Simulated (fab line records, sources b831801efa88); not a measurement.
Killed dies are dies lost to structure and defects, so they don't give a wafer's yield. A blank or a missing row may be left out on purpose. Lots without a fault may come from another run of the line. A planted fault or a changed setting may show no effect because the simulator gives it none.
fab line records | flow sky130
record lots=5 wafers=15 last_day=49
route steps=708 shown LDD_N@237 LDD_P@255
lots that met no fault: from a run of the same line without faults
start_h: hours from the record's first day to the start of the lot's first wafer shown | wait_h: hours since the lot's step before | " the same as in the row above | L1.1+2: a row that stands for several wafers | - no value, or no start given | * or withheld: withheld | < > ~ a bound
route shown NAME@n: a module of which the file shows steps, and the number in the route of the first | usual: mean/standard deviation of fault-free wafers | same: alike in all rows | chamber/n: place in a boat | sites: the reading at each site | _std_site: their standard deviation | _edge_site: outer sites' mean less inner sites' | radius_mm: how far each site lies from the wafer's centre | mask NAME#n: copy n | behind: the tool/chamber that last shaped the wafer | hold: why the lot was held/for how many hours/how that ended | device: the transistor (n, p or np) that didn't switch | end of line: the same wafers' tests at the end of the route | a step without rows: its recipe alone | killed: dies lost to structure and defects at the first sort, not the wafer's yield | map: a wafer's dies, x killed, . not, _ none there
set.NAME: the setting as run; set.NAME@STEP: as run at that earlier step | model.NAME: the simulator's own value behind a step, which no gauge read
lots at some steps of the route; a table a step, a row a wafer
services: from which hour (start_h, from the record's first day; less than 0 if before it) a tool's chamber was out of use, for how many hours, and why
## steps
# step SKY_LDD_N_DEHYDRATE_00
# recipe temp_c=200 time_s=60
# usual chill_plate_temp_C=23.04/0.11 plate_temp_C=200.01/0.15
# columns lot.wafer tool chamber start_h wait_h chill_plate_temp_C plate_temp_C
L074.2 litho_track-03 0 391.95 13.9 23.28 199.87
L074.4 " 0 " " 23.08 199.98
L074.5 " 0 " " 23.09 199.91
L079.1 litho_track-04 0 433.79 14.5 22.86 200.06
L079.2 " 0 " " 22.85 200.19
L079.3 " 0 " " 23.28 199.96
L082.1 litho_track-03 0 461.03 15.1 23.04 200.00
L082.3 " 0 " " 23.13 199.92
L082.4 " 0 " " 22.98 200.17
L090.1 litho_track-03 0 529.13 14.6 23.10 200.50
L090.5 " 0 " " 23.06 200.30
L090.6 " 0 " " 22.98 200.02
L091.1 litho_track-03 0 535.03 14.6 23.07 200.08
L091.3 " 0 " " 22.89 200.05
L091.5 " 0 " " 22.91 199.96
# step SKY_LDD_N_HMDS_01
# recipe prime_time_s=60 prime_temp_c=120
# usual chill_plate_temp_C=23.01/0.11
# columns lot.wafer tool chamber start_h wait_h chill_plate_temp_C
L074.2 litho_track-03 0 392.10 0.1 23.21
L074.4 " 0 " " 23.14
L074.5 " 0 " " 23.09
L079.1 litho_track-04 0 433.94 0.1 23.14
L079.2 " 0 " " 23.10
L079.3 " 0 " " 23.04
L082.1 litho_track-03 0 461.18 0.1 23.15
L082.3 " 0 " " 23.18
L082.4 " 0 " " 23.21
L090.1 litho_track-03 0 529.28 0.1 22.88
L090.5 " 0 " " 22.82
L090.6 " 0 " " 23.11
L091.1 litho_track-03 0 535.18 0.1 22.94
L091.3 " 0 " " 23.13
L091.5 " 0 " " 23.12
# step SKY_LDD_N_COAT_02
# recipe resist=NOVOLAK spin_rpm=3000 resist_thk_nm=300
# usual chill_plate_temp_C=22.95/0.11
# columns lot.wafer tool chamber start_h wait_h chill_plate_temp_C
L074.2 litho_track-03 0 392.25 0.1 23.02
L074.4 " 0 " " 22.99
L074.5 " 0 " " 22.93
L079.1 litho_track-04 0 434.09 0.1 22.94
L079.2 " 0 " " 22.83
L079.3 " 0 " " 22.97
L082.1 litho_track-03 0 461.33 0.1 23.00
L082.3 " 0 " " 22.94
L082.4 " 0 " " 22.96
L090.1 litho_track-03 0 529.43 0.1 22.76
L090.5 " 0 " " 22.89
L090.6 " 0 " " 22.94
L091.1 litho_track-03 0 535.33 0.1 22.95
L091.3 " 0 " " 22.82
L091.5 " 0 " " 23.00
# step SKY_LDD_N_SOFTBAKE_03
# recipe temp_c=90 time_s=60 resist=NOVOLAK
# usual chill_plate_temp_C=22.99/0.11 plate_temp_C=90.00/0.14
# columns lot.wafer tool chamber start_h wait_h chill_plate_temp_C plate_temp_C
L074.2 litho_track-03 0 392.40 0.1 23.10 90.17
L074.4 " 0 " " 23.05 89.89
L074.5 " 0 " " 23.03 89.87
L079.1 litho_track-04 0 434.24 0.1 22.91 89.79
L079.2 " 0 " " 22.97 90.09
L079.3 " 0 " " 22.87 90.10
L082.1 litho_track-03 0 461.48 0.1 23.08 89.95
L082.3 " 0 " " 22.96 89.86
L082.4 " 0 " " 23.07 89.92
L090.1 litho_track-03 0 529.58 0.1 22.99 89.83
L090.5 " 0 " " 22.91 89.99
L090.6 " 0 " " 23.03 89.90
L091.1 litho_track-03 0 535.48 0.1 22.95 90.07
L091.3 " 0 " " 22.91 89.99
L091.5 " 0 " " 22.96 89.95
# step SKY_LDD_N_EXPOSE_04
# recipe mask_id=NTM target_cd_nm=840 na=0.6 source_shape=conventional sigma_outer=0.6 dose_mj=110
# usual reticle_temp_C=23.01/0.1
# columns lot.wafer tool chamber start_h wait_h mask reticle_temp_C
L074.2 iline_stepper-01 0 - - NTM#0 23.05
L074.4 " 0 " " NTM#0 23.25
L074.5 " 0 " " NTM#0 23.05
L079.1 iline_stepper-01 0 - - NTM#0 23.04
L079.2 " 0 " " NTM#0 23.14
L079.3 " 0 " " NTM#0 23.04
L082.1 iline_stepper-01 0 - - NTM#0 22.95
L082.3 " 0 " " NTM#0 22.81
L082.4 " 0 " " NTM#0 22.98
L090.1 iline_stepper-01 0 - - NTM#0 22.95
L090.5 " 0 " " NTM#0 23.01
L090.6 " 0 " " NTM#0 23.12
L091.1 iline_stepper-02 0 - - NTM#0 23.08
L091.3 " 0 " " NTM#0 23.03
L091.5 " 0 " " NTM#0 22.99
# step SKY_LDD_N_PEB_05
# recipe temp_c=withheld time_s=* resist=NOVOLAK
# usual chill_plate_temp_C=*
# columns lot.wafer tool chamber start_h wait_h chill_plate_temp_C
L074.2 litho_track-03 0 - - *
L074.4 " 0 " " *
L074.5 " 0 " " *
L079.1 litho_track-03 0 - - *
L079.2 " 0 " " *
L079.3 " 0 " " *
L082.1 litho_track-02 0 - - *
L082.3 " 0 " " *
L082.4 " 0 " " *
L090.1 litho_track-02 0 - - *
L090.5 " 0 " " *
L090.6 " 0 " " *
L091.1 litho_track-02 0 - - *
L091.3 " 0 " " *
L091.5 " 0 " " *
# step SKY_LDD_N_DEVELOP_06
# recipe develop_time_s=60 dev_temp_c=23
# usual chill_plate_temp_C=23.02/0.11
# columns lot.wafer tool chamber start_h wait_h chill_plate_temp_C
L074.2 litho_track-03 0 407.40 0.1 23.01
L074.4 " 0 " " 23.05
L074.5 " 0 " " 23.14
L079.1 litho_track-03 0 449.08 0.1 23.10
L079.2 " 0 " " 23.05
L079.3 " 0 " " 23.20
L082.1 litho_track-02 0 476.78 0.1 22.80
L082.3 " 0 " " 22.70
L082.4 " 0 " " 22.89
L090.1 litho_track-02 0 543.73 0.1 23.07
L090.5 " 0 " " 22.99
L090.6 " 0 " " 23.05
L091.1 litho_track-02 0 549.63 0.1 22.89
L091.3 " 0 " " 23.19
L091.5 " 0 " " 22.98
# step SKY_LDD_N_OVL_MEAS_07
# usual LDD_N_OVL=0.0/1.3
# columns lot.wafer tool chamber start_h wait_h LDD_N_OVL[nm]
L074.2 overlay-01 - 407.53 0.1 0.1
L074.4 " - " " 1.5
L074.5 " - " " -0.3
L079.1 overlay-02 - 449.23 0.1 1.7
L079.2 " - " " 0.9
L079.3 " - " " 0.1
L082.1 overlay-01 - 476.93 0.1 1.0
L082.3 " - " " 1.2
L082.4 " - " " -1.2
L090.1 overlay-01 - 543.88 0.1 1.2
L090.5 " - " " -0.2
L090.6 " - " " -0.1
L091.1 overlay-02 - 549.78 0.1 -1.7
L091.3 " - " " -0.3
L091.5 " - " " 0.5
# step SKY_LDD_N_IMPLANT_08
# recipe species=As energy_kev=20 dose_cm2=7.5e+13 tilt_deg=withheld rotation_deg=23
# columns lot.wafer tool chamber start_h wait_h
L074.2+4+5 implanter-02 0 407.59 0.0
L079.1+2+3 implanter-01 0 449.26 0.0
L082.1+3+4 implanter-02 0 476.97 0.0
L090.1+5+6 implanter-04 0 543.92 0.0
L091.1+3+5 implanter-01 0 549.82 0.0
# step SKY_LDD_N_IMPLANT_09
# recipe species=As energy_kev=20 dose_cm2=7.5e+13 tilt_deg=withheld rotation_deg=113
# columns lot.wafer tool chamber start_h wait_h
L074.2+4+5 implanter-02 0 407.74 0.1
L079.1+2+3 implanter-01 0 449.41 0.1
L082.1+3+4 implanter-02 0 477.12 0.1
L090.1+5+6 implanter-04 0 544.07 0.1
L091.1+3+5 implanter-01 0 549.97 0.1
# step SKY_LDD_N_IMPLANT_10
# recipe species=As energy_kev=20 dose_cm2=7.5e+13 tilt_deg=withheld rotation_deg=203
# columns lot.wafer tool chamber start_h wait_h
L074.2+4+5 implanter-02 0 407.89 0.1
L079.1+2+3 implanter-01 0 449.56 0.1
L082.1+3+4 implanter-02 0 477.27 0.1
L090.1+5+6 implanter-04 0 544.22 0.1
L091.1+3+5 implanter-01 0 550.12 0.1
# step SKY_LDD_N_IMPLANT_11
# recipe species=As energy_kev=20 dose_cm2=7.5e+13 tilt_deg=withheld rotation_deg=293
# columns lot.wafer tool chamber start_h wait_h
L074.2+4+5 implanter-02 0 408.04 0.1
L079.1+2+3 implanter-01 0 449.71 0.1
L082.1+3+4 implanter-02 0 477.42 0.1
L090.1+5+6 implanter-04 0 544.37 0.1
L091.1+3+5 implanter-01 0 550.27 0.1
# step SKY_LDD_N_IMPLANT_12
# recipe species=BF2 energy_kev=50 dose_cm2=5e+12 tilt_deg=30 rotation_deg=0
# usual tilt_deg=29.999/0.021
# columns lot.wafer tool chamber start_h wait_h tilt_deg
L074.2 implanter-02 0 408.19 0.1 29.974
L074.4 " 0 " " 30.012
L074.5 " 0 " " 29.986
L079.1 implanter-01 0 449.86 0.1 29.995
L079.2 " 0 " " 30.013
L079.3 " 0 " " 30.005
L082.1 implanter-02 0 477.57 0.1 29.985
L082.3 " 0 " " 29.964
L082.4 " 0 " " 29.993
L090.1 implanter-04 0 544.52 0.1 29.997
L090.5 " 0 " " 30.017
L090.6 " 0 " " 29.994
L091.1 implanter-01 0 550.42 0.1 29.973
L091.3 " 0 " " 29.963
L091.5 " 0 " " 29.963
# step SKY_LDD_N_IMPLANT_13
# recipe species=BF2 energy_kev=50 dose_cm2=5e+12 tilt_deg=30 rotation_deg=90
# usual tilt_deg=30.001/0.023
# columns lot.wafer tool chamber start_h wait_h tilt_deg
L074.2 implanter-02 0 408.34 0.1 29.994
L074.4 " 0 " " 29.970
L074.5 " 0 " " 30.009
L079.1 implanter-01 0 450.01 0.1 30.022
L079.2 " 0 " " 30.000
L079.3 " 0 " " 30.006
L082.1 implanter-02 0 477.72 0.1 30.004
L082.3 " 0 " " 30.001
L082.4 " 0 " " 29.988
L090.1 implanter-04 0 544.67 0.1 30.002
L090.5 " 0 " " 29.973
L090.6 " 0 " " 29.997
L091.1 implanter-01 0 550.57 0.1 29.982
L091.3 " 0 " " 29.996
L091.5 " 0 " " 30.030
# step SKY_LDD_N_IMPLANT_14
# recipe species=BF2 energy_kev=50 dose_cm2=5e+12 tilt_deg=30 rotation_deg=180
# usual tilt_deg=29.998/0.022
# columns lot.wafer tool chamber start_h wait_h tilt_deg
L074.2 implanter-02 0 408.49 0.1 29.983
L074.4 " 0 " " 29.996
L074.5 " 0 " " 30.007
L079.1 implanter-01 0 450.16 0.1 29.974
L079.2 " 0 " " 29.968
L079.3 " 0 " " 29.978
L082.1 implanter-02 0 477.87 0.1 29.974
L082.3 " 0 " " 30.022
L082.4 " 0 " " 30.000
L090.1 implanter-04 0 544.82 0.1 29.999
L090.5 " 0 " " 30.005
L090.6 " 0 " " 29.987
L091.1 implanter-01 0 550.72 0.1 29.953
L091.3 " 0 " " 30.013
L091.5 " 0 " " 29.989
# step SKY_LDD_N_IMPLANT_15
# recipe species=BF2 energy_kev=50 dose_cm2=5e+12 tilt_deg=30 rotation_deg=270
# usual tilt_deg=30.000/0.02
# columns lot.wafer tool chamber start_h wait_h tilt_deg
L074.2 implanter-02 0 408.64 0.1 30.006
L074.4 " 0 " " 30.023
L074.5 " 0 " " 29.995
L079.1 implanter-01 0 450.31 0.1 30.004
L079.2 " 0 " " 29.979
L079.3 " 0 " " 29.991
L082.1 implanter-02 0 478.02 0.1 30.012
L082.3 " 0 " " 29.991
L082.4 " 0 " " 29.999
L090.1 implanter-04 0 544.97 0.1 30.005
L090.5 " 0 " " 29.978
L090.6 " 0 " " 29.990
L091.1 implanter-01 0 550.87 0.1 29.977
L091.3 " 0 " " 30.020
L091.5 " 0 " " 30.002
# step SKY_LDD_N_STRIP_16
# recipe chemistry=O2/N2 power_w=1400 pressure_mtorr=1500 platen_temp_c=withheld o2_flow_sccm=3000 n2_flow_sccm=300 overash_fraction=0.5
# usual drypump_motor_current_A=5.7/0.49 oes_product_au=0.406/0.0046 strip_time_to_endpoint_s=4.311/0.016
# columns lot.wafer tool chamber start_h wait_h drypump_motor_current_A oes_product_au rf_hours_counter_h strip_time_to_endpoint_s
L074.2 plasma_asher-03 1 408.76 0.1 6.0 0.413 70 4.297
L074.4 " 0 " " 5.2 0.410 - 4.308
L074.5 " 1 " " 6.1 0.404 - 4.306
L079.1 plasma_asher-02 1 450.46 0.1 6.1 0.400 33 4.318
L079.2 " 0 " " 5.0 0.397 33 4.297
L079.3 " 0 " " 5.0 0.403 - 4.320
L082.1 plasma_asher-03 1 478.17 0.1 6.1 0.407 76 4.302
L082.3 " 1 " " 6.1 0.403 - 4.290
L082.4 " 0 " " 5.2 0.406 - 4.299
L090.1 plasma_asher-03 0 545.12 0.1 5.2 0.401 83 4.303
L090.5 " 0 " " 5.2 0.404 - 4.291
L090.6 " 1 " " 6.1 0.411 - 4.292
L091.1 plasma_asher-03 0 551.02 0.1 5.2 0.404 83 4.306
L091.3 " 0 " " 5.2 0.410 - 4.302
L091.5 " 0 " " 5.2 0.409 - 4.294
# step SKY_LDD_N_TW_MEAS_17
# usual LDD_N_TW=2583/31
# columns lot.wafer tool chamber start_h wait_h LDD_N_TW
L074.2 film_metro-02 - 408.87 0.1 2604
L074.4 " - " " 2604
L074.5 " - " " 2604
L079.1 film_metro-03 - 450.56 0.1 2533
L079.2 " - " " 2538
L079.3 " - " " 2547
L082.1 film_metro-04 - 478.27 0.1 2626
L082.3 " - " " 2613
L082.4 " - " " 2627
L090.1 film_metro-04 - 545.22 0.1 2586
L090.5 " - " " 2593
L090.6 " - " " 2588
L091.1 film_metro-02 - 551.12 0.1 2605
L091.3 " - " " 2587
L091.5 " - " " 2602
# step SKY_LDD_P_DEHYDRATE_00
# recipe temp_c=200 time_s=60
# usual chill_plate_temp_C=22.99/0.11 plate_temp_C=200.01/0.18
# columns lot.wafer tool chamber start_h wait_h chill_plate_temp_C plate_temp_C
L074.2 litho_track-03 0 423.15 14.3 23.03 199.62
L074.4 " 0 " " 22.86 199.73
L074.5 " 0 " " 23.03 199.92
L079.1 litho_track-04 0 465.49 14.9 23.00 199.70
L079.2 " 0 " " 22.87 200.06
L079.3 " 0 " " 23.11 199.94
L082.1 litho_track-01 0 492.98 14.7 23.18 199.78
L082.3 " 0 " " 23.18 199.99
L082.4 " 0 " " 23.14 199.81
L090.1 litho_track-01 0 558.33 13.1 23.05 200.05
L090.5 " 0 " " 23.11 200.15
L090.6 " 0 " " 23.04 200.05
L091.1 litho_track-01 0 565.73 14.6 22.94 200.38
L091.3 " 0 " " 23.06 200.10
L091.5 " 0 " " 23.00 200.15
# step SKY_LDD_P_HMDS_01
# recipe prime_time_s=60 prime_temp_c=120
# usual chill_plate_temp_C=23.01/0.11
# columns lot.wafer tool chamber start_h wait_h chill_plate_temp_C
L074.2 litho_track-03 0 423.30 0.1 22.92
L074.4 " 0 " " 22.88
L074.5 " 0 " " 23.07
L079.1 litho_track-04 0 465.64 0.1 22.86
L079.2 " 0 " " 23.12
L079.3 " 0 " " 22.97
L082.1 litho_track-01 0 493.13 0.1 23.13
L082.3 " 0 " " 23.07
L082.4 " 0 " " 23.09
L090.1 litho_track-01 0 558.48 0.1 22.95
L090.5 " 0 " " 23.09
L090.6 " 0 " " 22.91
L091.1 litho_track-01 0 565.88 0.1 23.11
L091.3 " 0 " " 22.94
L091.5 " 0 " " 23.05
# step SKY_LDD_P_COAT_02
# recipe resist=NOVOLAK spin_rpm=3000 resist_thk_nm=1140
# usual chill_plate_temp_C=22.96/0.1
# columns lot.wafer tool chamber start_h wait_h chill_plate_temp_C
L074.2 litho_track-03 0 423.45 0.1 22.97
L074.4 " 0 " " 22.86
L074.5 " 0 " " 23.06
L079.1 litho_track-04 0 465.79 0.1 22.91
L079.2 " 0 " " 22.86
L079.3 " 0 " " 22.80
L082.1 litho_track-01 0 493.28 0.1 23.01
L082.3 " 0 " " 22.87
L082.4 " 0 " " 23.03
L090.1 litho_track-01 0 558.63 0.1 23.01
L090.5 " 0 " " 22.82
L090.6 " 0 " " 22.99
L091.1 litho_track-01 0 566.03 0.1 23.02
L091.3 " 0 " " 22.96
L091.5 " 0 " " 23.10
# step SKY_LDD_P_SOFTBAKE_03
# recipe temp_c=90 time_s=60 resist=NOVOLAK
# usual chill_plate_temp_C=23.03/0.11 plate_temp_C=90.00/0.11
# columns lot.wafer tool chamber start_h wait_h chill_plate_temp_C plate_temp_C
L074.2 litho_track-03 0 423.60 0.1 22.91 90.23
L074.4 " 0 " " 22.98 90.17
L074.5 " 0 " " 22.93 90.20
L079.1 litho_track-04 0 465.94 0.1 23.15 89.93
L079.2 " 0 " " 22.97 89.99
L079.3 " 0 " " 23.12 90.01
L082.1 litho_track-01 0 493.43 0.1 23.02 89.89
L082.3 " 0 " " 23.04 89.89
L082.4 " 0 " " 23.05 89.76
L090.1 litho_track-01 0 558.78 0.1 23.11 89.94
L090.5 " 0 " " 23.06 90.09
L090.6 " 0 " " 23.18 90.27
L091.1 litho_track-01 0 566.18 0.1 23.01 89.91
L091.3 " 0 " " 22.95 90.21
L091.5 " 0 " " 23.07 90.09
# step SKY_LDD_P_EXPOSE_04
# recipe mask_id=PSDM na=0.6 source_shape=conventional sigma_outer=0.6 polarization=unpolarized target_cd_nm=380 dose_mj=136.8
# usual reticle_temp_C=23.00/0.11
# columns lot.wafer tool chamber start_h wait_h mask reticle_temp_C
L074.2 iline_stepper-02 0 - - PSDM#0 22.94
L074.4 " 0 " " PSDM#0 22.99
L074.5 " 0 " " PSDM#0 22.95
L079.1 iline_stepper-01 0 - - PSDM#0 23.07
L079.2 " 0 " " PSDM#0 22.99
L079.3 " 0 " " PSDM#0 22.99
L082.1 iline_stepper-02 0 - - PSDM#0 23.05
L082.3 " 0 " " PSDM#0 23.01
L082.4 " 0 " " PSDM#0 22.97
L090.1 iline_stepper-02 0 - - PSDM#0 22.96
L090.5 " 0 " " PSDM#0 22.87
L090.6 " 0 " " PSDM#0 23.02
L091.1 iline_stepper-02 0 - - PSDM#0 22.96
L091.3 " 0 " " PSDM#0 23.30
L091.5 " 0 " " PSDM#0 23.08
# step SKY_LDD_P_PEB_05
# recipe temp_c=withheld time_s=* resist=NOVOLAK
# usual chill_plate_temp_C=*
# columns lot.wafer tool chamber start_h wait_h chill_plate_temp_C
L074.2 litho_track-04 0 - - *
L074.4 " 0 " " *
L074.5 " 0 " " *
L079.1 litho_track-03 0 - - *
L079.2 " 0 " " *
L079.3 " 0 " " *
L082.1 litho_track-03 0 - - *
L082.3 " 0 " " *
L082.4 " 0 " " *
L090.1 litho_track-04 0 - - *
L090.5 " 0 " " *
L090.6 " 0 " " *
L091.1 litho_track-03 0 - - *
L091.3 " 0 " " *
L091.5 " 0 " " *
# step SKY_LDD_P_DEVELOP_06
# recipe resist=NOVOLAK developer=TMAH develop_time_s=60 dev_temp_c=23
# usual chill_plate_temp_C=23.01/0.11
# columns lot.wafer tool chamber start_h wait_h chill_plate_temp_C
L074.2 litho_track-04 0 438.92 0.1 23.18
L074.4 " 0 " " 23.17
L074.5 " 0 " " 23.25
L079.1 litho_track-03 0 480.88 0.1 22.87
L079.2 " 0 " " 23.06
L079.3 " 0 " " 23.05
L082.1 litho_track-03 0 508.98 0.1 23.04
L082.3 " 0 " " 23.06
L082.4 " 0 " " 23.10
L090.1 litho_track-04 0 573.79 0.1 23.01
L090.5 " 0 " " 22.96
L090.6 " 0 " " 22.88
L091.1 litho_track-03 0 580.43 0.1 23.08
L091.3 " 0 " " 23.34
L091.5 " 0 " " 23.11
# step SKY_LDD_P_CD_MEAS_07
# recipe target_cd_nm=380
# usual cd_nm=379.6/2.6
# columns lot.wafer tool chamber start_h wait_h cd_nm
L074.2 cd_sem-02 - 439.06 0.1 382.3
L074.4 " - " " 382.6
L074.5 " - " " 382.2
L079.1 cd_sem-01 - 481.03 0.1 379.4
L079.2 " - " " 380.1
L079.3 " - " " 380.6
L082.1 cd_sem-01 - 509.13 0.1 377.8
L082.3 " - " " 379.0
L082.4 " - " " 377.9
L090.1 cd_sem-02 - 573.94 0.1 378.4
L090.5 " - " " 376.5
L090.6 " - " " 378.6
L091.1 cd_sem-02 - 580.58 0.1 379.5
L091.3 " - " " 374.5
L091.5 " - " " 377.9
# step SKY_LDD_P_OVL_MEAS_08
# usual LDD_P_OVL=-0.1/1.4
# columns lot.wafer tool chamber start_h wait_h LDD_P_OVL[nm]
L074.2 overlay-02 - 439.17 0.1 -1.2
L074.4 " - " " -2.3
L074.5 " - " " -2.9
L079.1 overlay-02 - 481.15 0.1 0.8
L079.2 " - " " 1.6
L079.3 " - " " 1.3
L082.1 overlay-01 - 509.25 0.1 -2.3
L082.3 " - " " -1.9
L082.4 " - " " 0.5
L090.1 overlay-01 - 574.06 0.1 -0.4
L090.5 " - " " 1.4
L090.6 " - " " 0.2
L091.1 overlay-02 - 580.70 0.1 0.8
L091.3 " - " " 1.5
L091.5 " - " " -0.1
# step SKY_LDD_P_IMPLANT_09
# recipe species=BF2 energy_kev=25 dose_cm2=1e+13 tilt_deg=withheld
# columns lot.wafer tool chamber start_h wait_h
L074.2+4+5 implanter-01 0 439.22 0.0
L079.1+2+3 implanter-03 0 481.18 0.0
L082.1+3+4 implanter-01 0 509.28 0.0
L090.1+5+6 implanter-03 0 574.10 0.0
L091.1+3+5 implanter-01 0 580.73 0.0
# step SKY_LDD_P_STRIP_10
# recipe chemistry=O2/N2 power_w=1400 pressure_mtorr=1500 platen_temp_c=withheld o2_flow_sccm=3000 n2_flow_sccm=300 overash_fraction=0.5
# usual drypump_motor_current_A=5.5/0.45 oes_product_au=0.715/0.0046 strip_time_to_endpoint_s=14.17/0.049
# columns lot.wafer tool chamber start_h wait_h drypump_motor_current_A oes_product_au rf_hours_counter_h strip_time_to_endpoint_s
L074.2 plasma_asher-03 0 439.35 0.1 5.3 0.714 72 14.21
L074.4 " 0 " " 5.2 0.719 - 14.13
L074.5 " 1 " " 6.1 0.702 - 14.20
L079.1 plasma_asher-04 1 481.33 0.1 5.2 0.713 67 14.25
L079.2 " 0 " " 5.0 0.721 67 14.21
L079.3 " 0 " " 5.0 0.713 - 14.23
L082.1 plasma_asher-04 0 509.43 0.1 5.0 0.721 70 14.13
L082.3 " 1 " " 5.2 0.713 - 14.17
L082.4 " 0 " " 5.0 0.714 - 14.19
L090.1 plasma_asher-03 0 574.25 0.1 5.2 0.717 86 14.16
L090.5 " 1 " " 6.1 0.720 - 14.16
L090.6 " 0 " " 5.2 0.717 - 14.18
L091.1 plasma_asher-03 0 580.88 0.1 5.2 0.717 86 14.19
L091.3 " 0 " " 5.2 0.715 - 14.18
L091.5 " 1 " " 6.0 0.717 - 14.18
# step SKY_LDD_P_TW_MEAS_11
# usual LDD_P_TW=644/5.2
# columns lot.wafer tool chamber start_h wait_h LDD_P_TW
L074.2 film_metro-02 - 439.46 0.1 642
L074.4 " - " " 642
L074.5 " - " " 642
L079.1 film_metro-01 - 481.43 0.1 648
L079.2 " - " " 653
L079.3 " - " " 654
L082.1 film_metro-02 - 509.53 0.1 638
L082.3 " - " " 640
L082.4 " - " " 637
L090.1 film_metro-01 - 574.35 0.1 640
L090.5 " - " " 644
L090.6 " - " " 641
L091.1 film_metro-04 - 580.98 0.1 638
L091.3 " - " " 638
L091.5 " - " " 640
## services
# columns tool chamber start_h hours kind
implanter-04 - 373.93 15.5 pm
plasma_asher-03 - 378.43 1.0 repair
implanter-01 - 384.93 1.9 repair
plasma_asher-03 - 396.92 2.8 pm
plasma_asher-03 - 409.34 1.6 repair
iline_stepper-01 - 412.02 2.1 pm
implanter-03 - 414.09 2.5 repair
iline_stepper-01 - 418.46 1.7 pm
implanter-02 - 424.09 6.1 repair
iline_stepper-01 - 425.44 0.8 pm
iline_stepper-02 - 434.07 1.7 pm
implanter-02 - 445.45 10.5 repair
iline_stepper-02 - 459.94 6.4 repair
implanter-02 - 469.34 3.8 pm
implanter-04 - 471.85 1.4 repair
implanter-02 - 480.03 0.6 repair
plasma_asher-03 - 485.90 5.9 repair
iline_stepper-02 - 496.71 5.1 repair
implanter-03 - 511.10 1.0 repair
implanter-01 - 532.23 4.0 repair
plasma_asher-04 - 537.89 0.5 repair
iline_stepper-01 - 538.37 10.0 repair
implanter-02 - 541.21 40.7 pm
implanter-03 - 544.17 4.4 pm
## key
fault none
